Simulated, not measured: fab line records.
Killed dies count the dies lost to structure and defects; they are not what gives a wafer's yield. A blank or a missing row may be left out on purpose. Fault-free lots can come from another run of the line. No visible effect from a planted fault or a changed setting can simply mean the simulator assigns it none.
A lot that was struck, set against a sound lot -- flow gf180mcu -- 22 steps out of a route of 602
Sound: these wafers, L486.2, L486.5, L486.6. Struck: wafers L493.3, L493.4, L493.5. Last of all comes the cause.
Each step with rows lists, per side, the tool, then ch with its chambers, then its first start. Under that, the readings that differ: sound wafers -- struck wafers -- difference of the means -- sigmas: that difference in standard deviations of wafers without a fault.
alike: readings whose means differ by less than 2 such deviations, and words and numbers that are the same on both sides. not compared: withheld readings, readings that some wafer has no value for, bounds like >300 that may hide the same value, and numbers for which the record gives no deviation and whose values overlap.
Wherever a step has rows on one side only, a row that says differs or no value, or a row with sigmas, the two part there. Numbers that have no deviation but don't overlap get no sigmas and don't part them. A reading that every wafer of one side lacks parts them only if that side has two wafers or more.

first, 3 steps without rows for these wafers: GF_HV_LDD_EXPOSE_04 (exposes mask Nplus LV AREA, target cd 400 nm); GF_HV_LDD_PEB_05; GF_HV_LDD_DEVELOP_06 (develop time 60 s).
GF_HV_LDD_CD_MEAS_07: the cd target is 400 nm.
  sound: cdSem-02 at day 10 16:32; struck: cdSem-01 at day 12 21:15
  alike: cdNm
GF_HV_LDD_OVL_MEAS_08:
  sound: overlay-02 at day 10 16:38; struck: overlay-02 at day 12 21:21
  alike: HV_LDD_OVL
after that, 1 step had no rows for these wafers: GF_HV_LDD_IMPLANT_09.
GF_HV_LDD_STRIP_10: strips in O2/N2.
  sound on plasmaAsher-02 ch 0,1, day 10 16:49; struck on plasmaAsher-03 ch 0,1, day 12 21:33
  alike: drypumpMotorCurrentA, heaterPowerW, n2FlowSccm, oesProductAu, platenTempC, stripTimeToEndpointS
  not compared: rfHoursCounterH
GF_HV_LDD_TW_MEAS_11:
  sound: filmMetro-03 at day 10 16:56; struck: filmMetro-02 at day 12 21:38
  alike: HV_LDD_TW
then, 4 steps without rows for these wafers: GF_HV_LDD_DEHYDRATE_12 (time 60 s); GF_HV_LDD_HMDS_13 (prime time 60 s); GF_HV_LDD_COAT_14 (resist thk 1000 nm); GF_HV_LDD_SOFTBAKE_15 (time 60 s).
GF_HV_LDD_EXPOSE_16: exposes mask Pplus LV AREA, target cd 400 nm.
  sound on ilineStepper-01 ch 0, day 11 01:55; struck on ilineStepper-02 ch 0, day 13 07:32
reading,sound,struck,difference,sigmas
mask,Pplus_LV_AREA#0 Pplus_LV_AREA#0 Pplus_LV_AREA#0,Nplus_LV_AREA#0 Nplus_LV_AREA#0 Nplus_LV_AREA#0,differs,
  alike: reticleTempC
then, 2 steps without rows for these wafers: GF_HV_LDD_PEB_17; GF_HV_LDD_DEVELOP_18 (develop time 60 s).
GF_HV_LDD_CD_MEAS_19: the cd target is 400 nm.
  sound: cdSem-02 at day 11 11:02; struck: cdSem-02 at day 13 17:45
reading,sound,struck,difference,sigmas
cdNm (nm),401.6 402.9 402.6,- - -,no value on the struck wafers,
GF_HV_LDD_OVL_MEAS_20:
  sound: overlay-01 at day 11 11:08; struck: overlay-01 at day 13 17:50
reading,sound,struck,difference,sigmas
HV_LDD_01_OVL (nm),-1.5 -2.6 -0.3,- - -,no value on the struck wafers,
after that, 1 step had no rows for these wafers: GF_HV_LDD_IMPLANT_21.
GF_HV_LDD_STRIP_22: strips in O2/N2.
  sound on plasmaAsher-04 ch 0,1, day 11 11:19; struck on plasmaAsher-02 ch 0,1, day 13 18:03
  alike: drypumpMotorCurrentA, heaterPowerW, n2FlowSccm, oesProductAu, platenTempC, stripTimeToEndpointS
  not compared: rfHoursCounterH
GF_HV_LDD_TW_MEAS_23:
  sound: filmMetro-03 at day 11 11:26; struck: filmMetro-03 at day 13 18:08
reading,sound,struck,difference,sigmas
HV_LDD_2_TW,1054 1059 1058,30 30 30,-1027,-99 or more
then, 1 step without rows for these wafers: GF_HV_LDD_DEHYDRATE_24 (time 60 s).
-- record jumps: 18 days separate the struck wafers' starts on either side; left off in module HV_LDD, taken up again in module PASSIVATION, whose first shown step is the route's number 602 --
GF_PASSIVATION_PROBE_99:
  record: rows for the struck wafers here (prober-02, day 31 20:30), none for the sound ones

== WHERE THEY PART ==
Earliest at GF_HV_LDD_EXPOSE_16; latest, in this record, at GF_PASSIVATION_PROBE_99.

WHY: what had been put in by the simulator
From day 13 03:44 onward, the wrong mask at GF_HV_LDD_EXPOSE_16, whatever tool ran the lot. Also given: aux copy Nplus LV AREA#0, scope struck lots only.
